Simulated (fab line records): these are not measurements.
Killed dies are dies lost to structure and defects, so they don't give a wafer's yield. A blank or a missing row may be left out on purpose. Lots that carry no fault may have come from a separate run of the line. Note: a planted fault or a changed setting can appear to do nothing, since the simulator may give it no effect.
Matching of chambers :: flow sky130 :: 4 sister chambers for SKY_VIA2_ETCH_14 on rie-diel-03
The step etches BARC in N2/H2, stops on SiO2, time 45.9 s, target depth 60 nm. 14 wafers are shown with their chamber, then 7 later ones without.

## WAFERS WITH THEIR CHAMBER
wafer: L077.1
chamber: 1
throttle-valve-pct (%): 13.237
oes-product-au (a.u.): 0.855

wafer: L077.4
chamber: 0
throttle-valve-pct (%): 13.213
oes-product-au (a.u.): 0.851

wafer: L077.6
chamber: 2
throttle-valve-pct (%): 13.220
oes-product-au (a.u.): 0.849

wafer: L079.1
chamber: 2
throttle-valve-pct (%): 13.236
oes-product-au (a.u.): 0.852

wafer: L079.5
chamber: 3
throttle-valve-pct (%): 13.223
oes-product-au (a.u.): 0.859

wafer: L079.6
chamber: 2
throttle-valve-pct (%): 13.239
oes-product-au (a.u.): 0.848

wafer: L080.2
chamber: 0
throttle-valve-pct (%): 13.210
oes-product-au (a.u.): 0.850

wafer: L080.3
chamber: 2
throttle-valve-pct (%): 13.222
oes-product-au (a.u.): 0.862

wafer: L080.5
chamber: 1
throttle-valve-pct (%): 13.230
oes-product-au (a.u.): 0.858

wafer: L081.2
chamber: 3
throttle-valve-pct (%): 13.224
oes-product-au (a.u.): 0.860

wafer: L081.4
chamber: 3
throttle-valve-pct (%): 13.224
oes-product-au (a.u.): 0.855

wafer: L081.5
chamber: 1
throttle-valve-pct (%): 13.219
oes-product-au (a.u.): 0.851

wafer: L086.1
chamber: 2
throttle-valve-pct (%): 13.216
oes-product-au (a.u.): 0.853

wafer: L086.4
chamber: 1
throttle-valve-pct (%): 13.223
oes-product-au (a.u.): 0.858

SIGNATURES (means of the wafers above)
reading: throttle-valve-pct
chamber 0: 13.21150
chamber 1: 13.22725
chamber 2: 13.22660
chamber 3: 13.22367
scatter within a chamber: 0.00783

reading: oes-product-au
chamber 0: 0.85050
chamber 1: 0.85550
chamber 2: 0.85280
chamber 3: 0.85800
scatter within a chamber: 0.00413
Rule: distance of a wafer from a chamber = root of the sum over the readings of ((wafer's reading minus chamber's mean) / reading's scatter) squared. The wafer belongs to the nearest chamber; if the next one is less than 2 further off, it can't be placed. How the scatter is found: for the shown wafers, subtract from each reading the mean of its chamber, square and add these, divide the total by (wafers less chambers), then take the root.

## WAFERS MISSING THEIR CHAMBER
wafer: L086.5
throttle-valve-pct (%): 13.248
oes-product-au (a.u.): 0.857

wafer: L090.1
throttle-valve-pct (%): 13.215
oes-product-au (a.u.): 0.847

wafer: L090.4
throttle-valve-pct (%): 13.242
oes-product-au (a.u.): 0.847

wafer: L090.5
throttle-valve-pct (%): 13.216
oes-product-au (a.u.): 0.859

wafer: L096.1
throttle-valve-pct (%): 13.229
oes-product-au (a.u.): 0.854

wafer: L096.2
throttle-valve-pct (%): 13.234
oes-product-au (a.u.): 0.865

wafer: L096.3
throttle-valve-pct (%): 13.232
oes-product-au (a.u.): 0.851

## WHICH CHAMBER EACH ONE RAN IN
wafer: L086.5
from the rows above: can't be placed: 1 or 2 or 3
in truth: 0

wafer: L090.1
from the rows above: can't be placed: 0 or 2 or 1 or 3
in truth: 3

wafer: L090.4
from the rows above: can't be placed: 2 or 1 or 3 or 0
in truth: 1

wafer: L090.5
from the rows above: can't be placed: 3 or 1 or 2 or 0
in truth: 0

wafer: L096.1
from the rows above: can't be placed: 2 or 1 or 3 or 0
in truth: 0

wafer: L096.2
from the rows above: can't be placed: 3 or 1 or 2
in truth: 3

wafer: L096.3
from the rows above: can't be placed: 2 or 1 or 3 or 0
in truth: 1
Correctly placed: 0 of 7. From these rows, 7 cannot be placed; in 6 the true chamber is one of the candidates. Placed wrongly: 0.
